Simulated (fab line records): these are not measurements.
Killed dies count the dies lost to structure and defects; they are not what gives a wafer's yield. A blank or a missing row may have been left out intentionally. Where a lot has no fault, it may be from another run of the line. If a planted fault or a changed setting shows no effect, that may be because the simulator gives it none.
A struck lot beside a sound one + flow sky130 + 17 out of 708 route steps
Sound: wafers L128.1, L128.4, L128.5. Struck: wafers L137.2, L137.4, L137.6. At the end, the cause is stated.
Each step with rows lists, per side, the tool, then ch with its chambers, then its first start. Under that, the readings that differ: sound wafers + struck wafers + difference of the means + sigmas: that difference in standard deviations of wafers without a fault.
alike: readings whose means differ by less than 2 such deviations, and words and numbers that are the same on both sides. not compared: withheld readings, readings that some wafer has no value for, bounds like >300 that may hide the same value, and numbers for which the record gives no deviation and whose values overlap.
The two part at a step that has a row with sigmas, a row that says differs or no value, or rows on one side only. When numbers do not overlap yet have no deviation, they are printed without sigmas and do not part them. A reading that every wafer of one side lacks parts them only if that side has two wafers or more.

SKY_VT_ADJUST_LVTN_OVL_MEAS_07:
  sound on overlay-01 at day 8 10:18; struck on overlay-01 at day 10 22:35
  alike: VT_ADJUST_LVTN_OVL
next, for these wafers, 1 step has no rows: SKY_VT_ADJUST_LVTN_IMPLANT_08.
SKY_VT_ADJUST_LVTN_STRIP_09: strips in O2/N2.
  sound on plasma_asher-01 ch 0, day 8 10:29; struck on plasma_asher-03 ch 0,1, day 10 22:49
| reading                     | sound       | struck      | difference | sigmas |
|-----------------------------|-------------|-------------|------------|--------|
| drypump_motor_current_A (A) | 5.3 5.3 5.3 | 6.2 6.2 6.2 | +0.9       | +3     |
  alike: oes_product_au, strip_time_to_endpoint_s
  not compared: rf_hours_counter_h
SKY_VT_ADJUST_LVTN_TW_MEAS_10:
  sound on film_metro-03 at day 8 10:35; struck on film_metro-01 at day 10 22:56
| reading           | sound             | struck            | difference | sigmas |
|-------------------|-------------------|-------------------|------------|--------|
| VT_ADJUST_LVTN_TW | 245.3 246.0 247.3 | 240.6 238.3 240.3 | -6.5       | -3     |
then, 7 steps without rows for these wafers: SKY_VT_ADJUST_LVTN_DEHYDRATE_11 (time 60 s); SKY_VT_ADJUST_LVTN_HMDS_12 (prime time 60 s); SKY_VT_ADJUST_LVTN_COAT_13 (resist thk 1140 nm); SKY_VT_ADJUST_LVTN_SOFTBAKE_14 (time 60 s); SKY_VT_ADJUST_LVTN_EXPOSE_15 (exposes mask HVN STD DERIVED, target cd 600 nm); SKY_VT_ADJUST_LVTN_PEB_16; SKY_VT_ADJUST_LVTN_DEVELOP_17 (develop time 60 s).
SKY_VT_ADJUST_LVTN_OVL_MEAS_18:
  sound on overlay-01 at day 9 07:52; struck on overlay-01 at day 11 22:07
  alike: VT_ADJUST_LVTN_01_OVL
SKY_VT_ADJUST_LVTN_IMPLANT_19:
  sound on implanter-01 ch 0, day 9 07:55; struck on implanter-03 ch 0, day 11 22:10
| reading            | sound                         | struck                        | difference | sigmas      |
|--------------------|-------------------------------|-------------------------------|------------|-------------|
| dose_ions_cm2      | 6.502e+11 6.494e+11 6.498e+11 | 5.171e+11 5.161e+11 5.173e+11 | -1.330e+11 | -99 or more |
| faraday_current_uA | 3.59 3.64 3.74                | 2.82 2.86 2.85                | -0.81      | -11         |
  alike: end_station_pressure_torr
SKY_VT_ADJUST_LVTN_STRIP_20: strips in O2/N2.
  sound on plasma_asher-03 ch 0,1, day 9 08:04; struck on plasma_asher-03 ch 0,1, day 11 22:17
| reading               | sound             | struck            | difference | sigmas |
|-----------------------|-------------------|-------------------|------------|--------|
| oes_product_au (a.u.) | 0.718 0.717 0.719 | 0.699 0.715 0.708 | -0.011     | -2     |
  alike: drypump_motor_current_A, strip_time_to_endpoint_s
  not compared: rf_hours_counter_h
SKY_VT_ADJUST_LVTN_TW_MEAS_21:
  sound on film_metro-01 at day 9 08:10; struck on film_metro-03 at day 11 22:24
| reading             | sound             | struck            | difference | sigmas |
|---------------------|-------------------|-------------------|------------|--------|
| VT_ADJUST_LVTN_2_TW | 187.4 187.7 186.7 | 180.4 179.6 180.1 | -7.2       | -4     |
then, 1 step without rows for these wafers: SKY_VT_ADJUST_NCORE_DEHYDRATE_00 (time 60 s).
-- the record jumps here: 37 days lie between the struck wafers' starts before and after (it left off in module VT_ADJUST_NCORE and takes up again in module PAD_OPEN, whose first step shown is number 708 of the route) --
SKY_PAD_OPEN_PROBE_99:
  sound on prober-01 at day 47 13:36; struck on prober-02 at day 49 02:07
| reading                                    | sound                | struck               | difference | sigmas |
|--------------------------------------------|----------------------|----------------------|------------|--------|
| model.etest.res_pwell_under_gate.rs_ohm_sq | 2280 2270 2277       | 2327 2326 2321       | +49        |        |
| model.etest.nfet_g5v0d10v5.vt_sat_v (V)    | 0.7726 0.7673 0.7665 | 0.7322 0.7366 0.7457 | -0.0306    |        |
  alike: killed_at_M0_to_M3, killed_at_M4_up, killed_at_contacts, killed_at_front_end, killed_at_other, killed_dies, killed_open, killed_short
  not compared: model.etest.nfet_g5v0d10v5.body_rise_v, model.etest.nfet_16v.body_rise_v

WHERE THEY PART
Earliest at SKY_VT_ADJUST_LVTN_STRIP_09; latest, in this record, at SKY_VT_ADJUST_LVTN_TW_MEAS_21. Later steps at which nothing parts them and some readings are alike: SKY_PAD_OPEN_PROBE_99.

WHY: what had been put in by the simulator
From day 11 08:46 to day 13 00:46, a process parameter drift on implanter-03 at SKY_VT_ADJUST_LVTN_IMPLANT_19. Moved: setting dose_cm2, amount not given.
